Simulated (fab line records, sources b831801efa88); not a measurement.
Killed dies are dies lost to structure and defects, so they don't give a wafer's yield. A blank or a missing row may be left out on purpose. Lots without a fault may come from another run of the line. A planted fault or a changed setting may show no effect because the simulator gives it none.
Chamber matching | flow gf180mcu | GF_POLY_GATE_ETCH_13 on rie_si-01: 4 sister chambers
The step etches poly-Si in HBr/Cl2, stops on SiO2, target depth 198.5 nm, time 69.6 s. 7 wafers are shown with their chamber, then 7 later ones without.

WAFERS WITH THEIR CHAMBER
wafer  | chamber | throttle_valve_pct (%) | oes_product_au (a.u.)
L998.3 | 0       | 33.679                 | 0.989
L104.1 | 2       | 33.683                 | 0.996
L104.5 | 2       | 33.689                 | 0.977
L105.3 | 3       | 33.680                 | 0.990
L105.5 | 3       | 33.679                 | 0.987
L106.4 | 1       | 33.676                 | 0.982
L106.5 | 1       | 33.687                 | 0.990

WAFERS WITHOUT THEIR CHAMBER
wafer  | throttle_valve_pct (%) | oes_product_au (a.u.)
L106.6 | 33.683                 | 0.988
L116.1 | 33.692                 | 0.993
L116.2 | 33.678                 | 0.987
L116.6 | 33.697                 | 0.986
L118.1 | 33.676                 | 0.988
L118.2 | 33.684                 | 0.999
L118.6 | 33.677                 | 0.989

WHICH CHAMBER EACH WENT THROUGH
wafer  | from the rows above               | in truth
L106.6 | can't be placed: 1 or 2 or 3 or 0 | 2
L116.1 | can't be placed: 2 or 1 or 3 or 0 | 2
L116.2 | can't be placed: 0 or 3 or 1 or 2 | 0
L116.6 | can't be placed: 2 or 1 or 3 or 0 | 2
L118.1 | can't be placed: 0 or 3 or 1 or 2 | 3
L118.2 | can't be placed: 3 or 2 or 0 or 1 | 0
L118.6 | can't be placed: 0 or 3 or 1 or 2 | 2
Placed correctly: 0 of 7. Can't be placed from these rows: 7 (the true chamber is among the candidates in 7). Placed wrongly: 0.
How it was worked out, from the rows above alone: a wafer's distance from a chamber is the root of the sum, over the readings, of the square of ((its reading less the chamber's mean) divided by the reading's scatter). The wafer belongs to the nearest chamber; if the next one is less than 2 further off, it can't be placed. A chamber's mean is the mean of its shown wafers. The scatter: the root of (the sum of the squares of (reading less its chamber's mean) over the shown wafers, divided by (wafers less chambers)).
